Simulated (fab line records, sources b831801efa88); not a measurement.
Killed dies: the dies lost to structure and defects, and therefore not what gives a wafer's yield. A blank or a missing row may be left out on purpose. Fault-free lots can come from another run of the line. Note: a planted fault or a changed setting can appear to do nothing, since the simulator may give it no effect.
A lot that was struck, set against a sound lot -- flow sfqLine -- 14 steps out of a route of 325
Sound: wafers L530.1, L530.3, L530.5. Wafers struck: L541.1, L541.2, L541.5. Last of all comes the cause.
Order at every step that has rows: each side's tool, ch and its chambers, its first start. Under that, the readings that differ: sound wafers -- struck wafers -- difference of the means -- sigmas: that difference in standard deviations of wafers without a fault.
alike: readings whose means differ by less than 2 such deviations, and words and numbers that are the same on both sides. not compared: withheld readings, readings that some wafer has no value for, bounds like >300 that may hide the same value, and numbers for which the record gives no deviation and whose values overlap.
The two part at a step that has a row with sigmas, a row that says differs or no value, or rows on one side only. When numbers do not overlap yet have no deviation, they are printed without sigmas and do not part them. Lack of a reading on every wafer of one side parts them only where that side has two or more wafers.

SFQ_TRILAYER_A5B_CMP_CMP_130: polishes, stops on Nb, target thk 340.7 nm.
  sound on cmp-01 ch 1,2,3, day 61 13:47; struck on cmp-01 ch 1,2, day 69 01:52
  alike: motorCurrentA
SFQ_TRILAYER_A5B_METRO_MEASURE_131:
  sound: filmMetro-02 at day 61 16:17; struck: filmMetro-02 at day 69 04:22
  alike: thkNm
SFQ_TRILAYER_R5_DEP_SPUTTER_132: material Ti, target thk 5 nm, time 5 s.
  sound: pvdSputter-03 at day 61 17:29; struck: pvdSputter-03 at day 69 05:34
  alike: throttleValvePct
SFQ_TRILAYER_R5_DEP_SPUTTER_133: material MoNx, target thk 40 nm, time 66.7 s.
  sound: pvdSputter-03 at day 61 17:30; struck: pvdSputter-03 at day 69 05:35
  alike: throttleValvePct
SFQ_TRILAYER_R5_DEP_SPUTTER_134: material Ti, target thk 5 nm, time 5 s.
  sound: pvdSputter-03 at day 61 17:33; struck: pvdSputter-03 at day 69 05:38
  alike: throttleValvePct
SFQ_R5_RS_MEAS_933: measurement is done with a four-point probe.
  sound: filmMetro-03 at day 61 17:34; struck: filmMetro-04 at day 69 05:39
reading,sound,struck,difference,sigmas
R5_MONX_RS (ohm/sq),7.24 7.04 7.23,6.94 6.97 6.93,-0.22,-3
SFQ_R5_THK_MEAS_934: measures by xrf.
  sound: filmMetro-03 at day 61 17:41; struck: filmMetro-04 at day 69 05:46
reading,sound,struck,difference,sigmas
R5_MONX_THK (nm),39.3 40.4 39.1,40.5 40.6 40.8,+1.0,+2
then, 5 steps without rows for these wafers: SFQ_TRILAYER_R5_LITHO_COAT_141 (resist thk 62 nm); SFQ_TRILAYER_R5_LITHO_COAT_136 (resist thk 600 nm); SFQ_TRILAYER_R5_LITHO_SOFTBAKE_140; SFQ_TRILAYER_R5_LITHO_EXPOSE_137 (exposes mask R5, target cd 500 nm); SFQ_TRILAYER_R5_LITHO_PEB_139 (peb time 60 s).
SFQ_TRILAYER_R5_LITHO_DEVELOP_138: time 60 s.
  sound on lithoTrack-01 ch 0, day 61 20:50; struck on lithoTrack-01, day 69 09:55
  no value came back on the struck wafers for chillPlateTempC (C), exhaustPa (Pa); on the sound wafers chillPlateTempC (C) reads 23.04 22.87 22.79
reading,sound,struck,difference,sigmas
model.KrF_of_TRILAYER_R5_LITHO_COAT_136.thkNm (nm),575.3 575.6 573.7,602.5 603.3 600.9,+27.4,
SFQ_R5_OVL_MEAS_935:
  sound: overlay-02 at day 61 20:59; struck: overlay-02 at day 69 10:04
reading,sound,struck,difference,sigmas
R5_OVL (nm),0 3 -5,- - -,no value on the struck wafers,

== WHERE THEY PART ==
First at SFQ_R5_RS_MEAS_933; last, within this record, at SFQ_R5_OVL_MEAS_935.

WHY: whatever the simulator had introduced
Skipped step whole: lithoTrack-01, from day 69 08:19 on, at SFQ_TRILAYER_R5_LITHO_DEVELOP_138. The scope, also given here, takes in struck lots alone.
